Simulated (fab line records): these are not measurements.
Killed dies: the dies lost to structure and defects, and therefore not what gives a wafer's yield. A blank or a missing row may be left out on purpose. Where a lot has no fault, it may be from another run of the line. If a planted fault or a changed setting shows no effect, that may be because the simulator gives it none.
Check of tool commonality || flow sky130 || 36 wafers sampled across 12 lots

== REASON FOR OPENING ==
SKY_CAP2M_THK_MEAS_01, reading CAP2M_CVD_00_THK: flagged on 2 of 12 lots. No-fault wafers: 15.50 nm, standard deviation 0.24.
Rule: a lot is flagged in two cases, either no wafer of it has a number, or all its wafers with numbers fall more than 4 standard deviations from that mean. The rest of the lots are taken to be sound.

{"lot": "L544", "measured": "day 39 12:30", "on": "film metro-01", "CAP2M_CVD_00_THK (nm), wafer by wafer": "15.43 15.60 15.65", "flag": ""}
{"lot": "L545", "measured": "day 40 00:09", "on": "film metro-04", "CAP2M_CVD_00_THK (nm), wafer by wafer": "15.15 15.51 15.25", "flag": ""}
{"lot": "L546", "measured": "day 40 05:34", "on": "film metro-03", "CAP2M_CVD_00_THK (nm), wafer by wafer": "15.68 15.53 15.75", "flag": ""}
{"lot": "L547", "measured": "day 40 23:41", "on": "film metro-04", "CAP2M_CVD_00_THK (nm), wafer by wafer": "15.49 15.31 15.38", "flag": ""}
{"lot": "L550", "measured": "day 41 17:15", "on": "film metro-01", "CAP2M_CVD_00_THK (nm), wafer by wafer": "15.06 15.17 15.47", "flag": ""}
{"lot": "L551", "measured": "day 41 21:04", "on": "film metro-03", "CAP2M_CVD_00_THK (nm), wafer by wafer": "15.20 15.29 15.64", "flag": ""}
{"lot": "L552", "measured": "day 42 06:43", "on": "film metro-01", "CAP2M_CVD_00_THK (nm), wafer by wafer": "15.08 15.35 15.61", "flag": ""}
{"lot": "L553", "measured": "day 42 16:00", "on": "film metro-04", "CAP2M_CVD_00_THK (nm), wafer by wafer": "15.57 15.90 15.29", "flag": ""}
{"lot": "L556", "measured": "day 43 08:55", "on": "film metro-04", "CAP2M_CVD_00_THK (nm), wafer by wafer": "14.99 15.17 15.49", "flag": ""}
{"lot": "L563", "measured": "day 45 10:01", "on": "film metro-01", "CAP2M_CVD_00_THK (nm), wafer by wafer": "24.40 24.56 24.79", "flag": "FLAGGED"}
{"lot": "L564", "measured": "day 45 22:31", "on": "film metro-03", "CAP2M_CVD_00_THK (nm), wafer by wafer": "23.96 23.95 23.74", "flag": "FLAGGED"}
{"lot": "L566", "measured": "day 46 03:11", "on": "film metro-04", "CAP2M_CVD_00_THK (nm), wafer by wafer": "15.30 15.48 15.50", "flag": ""}
Average over the flagged lots: 24.23 nm; offset from the usual +8.73 nm, equal to +36 standard deviations.

== EACH LOT AND THE TOOL IT RAN ON ==
2 process steps preceding the reading are held in the record, out of 708 steps in the route. Cell contents, in order: the tool; ch with the chambers the sampled wafers went through; the start.
{"lot": "L544", "flag": "", "SKY_VIA3_SPUTTER_20": "pvd sputter-01, day 39 11:40", "SKY_CAP2M_CVD_00": "pecvd-03 ch 0,1,2, day 39 12:29"}
{"lot": "L545", "flag": "", "SKY_VIA3_SPUTTER_20": "pvd sputter-03, day 39 23:18", "SKY_CAP2M_CVD_00": "pecvd-04 ch 1,2, day 40 00:07"}
{"lot": "L546", "flag": "", "SKY_VIA3_SPUTTER_20": "pvd sputter-02, day 40 04:44", "SKY_CAP2M_CVD_00": "pecvd-02 ch 0,1,2, day 40 05:33"}
{"lot": "L547", "flag": "", "SKY_VIA3_SPUTTER_20": "pvd sputter-02, day 40 22:51", "SKY_CAP2M_CVD_00": "pecvd-03 ch 0,1,2, day 40 23:40"}
{"lot": "L550", "flag": "", "SKY_VIA3_SPUTTER_20": "pvd sputter-01, day 41 16:25", "SKY_CAP2M_CVD_00": "pecvd-03 ch 0,1,2, day 41 17:14"}
{"lot": "L551", "flag": "", "SKY_VIA3_SPUTTER_20": "pvd sputter-01, day 41 20:13", "SKY_CAP2M_CVD_00": "pecvd-03 ch 0,1, day 41 21:02"}
{"lot": "L552", "flag": "", "SKY_VIA3_SPUTTER_20": "pvd sputter-02, day 42 05:53", "SKY_CAP2M_CVD_00": "pecvd-03 ch 0,1,2, day 42 06:42"}
{"lot": "L553", "flag": "", "SKY_VIA3_SPUTTER_20": "pvd sputter-03, day 42 14:58", "SKY_CAP2M_CVD_00": "pecvd-04 ch 0,1, day 42 15:58"}
{"lot": "L556", "flag": "", "SKY_VIA3_SPUTTER_20": "pvd sputter-03, day 43 08:04", "SKY_CAP2M_CVD_00": "pecvd-03 ch 0,1,2, day 43 08:53"}
{"lot": "L563", "flag": "FLAGGED", "SKY_VIA3_SPUTTER_20": "pvd sputter-01, day 45 09:11", "SKY_CAP2M_CVD_00": "pecvd-03 ch 0,1, day 45 10:00"}
{"lot": "L564", "flag": "FLAGGED", "SKY_VIA3_SPUTTER_20": "pvd sputter-03, day 45 21:40", "SKY_CAP2M_CVD_00": "pecvd-03 ch 0,1,2, day 45 22:29"}
{"lot": "L566", "flag": "", "SKY_VIA3_SPUTTER_20": "pvd sputter-01, day 46 02:17", "SKY_CAP2M_CVD_00": "pecvd-04 ch 0,1,2, day 46 03:10"}
What these steps do:
- SKY_VIA3_SPUTTER_20: material TiN, target thk 20 nm, time 80 s.
- SKY_CAP2M_CVD_00: deposits SiO2, target thk 15.5 nm.
- SKY_CAP2M_THK_MEAS_01

== FLAGGED AGAINST TOTAL, ONE TOOL AT A TIME (gauges that did the reading follow at the end) ==
{"step": "SKY_VIA3_SPUTTER_20", "tool": "pvd sputter-01", "lots run": 5, "flagged": 1, "share of the flagged lots": "some", "sound lots run after its first flagged lot": "1 (L566)"}
{"step": "SKY_VIA3_SPUTTER_20", "tool": "pvd sputter-02", "lots run": 3, "flagged": 0, "share of the flagged lots": "none", "sound lots run after its first flagged lot": "-"}
{"step": "SKY_VIA3_SPUTTER_20", "tool": "pvd sputter-03", "lots run": 4, "flagged": 1, "share of the flagged lots": "some", "sound lots run after its first flagged lot": 0}
{"step": "SKY_CAP2M_CVD_00", "tool": "pecvd-02", "lots run": 1, "flagged": 0, "share of the flagged lots": "none", "sound lots run after its first flagged lot": "-"}
{"step": "SKY_CAP2M_CVD_00", "tool": "pecvd-03", "lots run": 8, "flagged": 2, "share of the flagged lots": "all", "sound lots run after its first flagged lot": 0}
{"step": "SKY_CAP2M_CVD_00", "tool": "pecvd-04", "lots run": 3, "flagged": 0, "share of the flagged lots": "none", "sound lots run after its first flagged lot": "-"}
{"step": "SKY_CAP2M_THK_MEAS_01", "tool": "film metro-01", "lots run": 4, "flagged": 1, "share of the flagged lots": "some", "sound lots run after its first flagged lot": 0}
{"step": "SKY_CAP2M_THK_MEAS_01", "tool": "film metro-03", "lots run": 3, "flagged": 1, "share of the flagged lots": "some", "sound lots run after its first flagged lot": 0}
{"step": "SKY_CAP2M_THK_MEAS_01", "tool": "film metro-04", "lots run": 5, "flagged": 0, "share of the flagged lots": "none", "sound lots run after its first flagged lot": "-"}

== WHAT IS ALLOWED BY THE TABLE ==
Rows of the table that ran each flagged lot: 1, that is pecvd-03 at SKY_CAP2M_CVD_00.
- pecvd-03 at SKY_CAP2M_CVD_00 ran 8 lots, 2 of them flagged. A fault beginning between L556 (day 43 08:53), its last sound lot, and L563 (day 45 10:00), its first flagged one, fits the data.
Just one tool remains: pecvd-03 at SKY_CAP2M_CVD_00.

== WHAT THE SIMULATOR HAD INSERTED ==
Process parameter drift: pecvd-03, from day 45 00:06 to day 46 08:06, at SKY_CAP2M_CVD_00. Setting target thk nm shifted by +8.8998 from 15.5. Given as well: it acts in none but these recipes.
Shown lots that were struck: L563, L564. The same result came from the rule above.
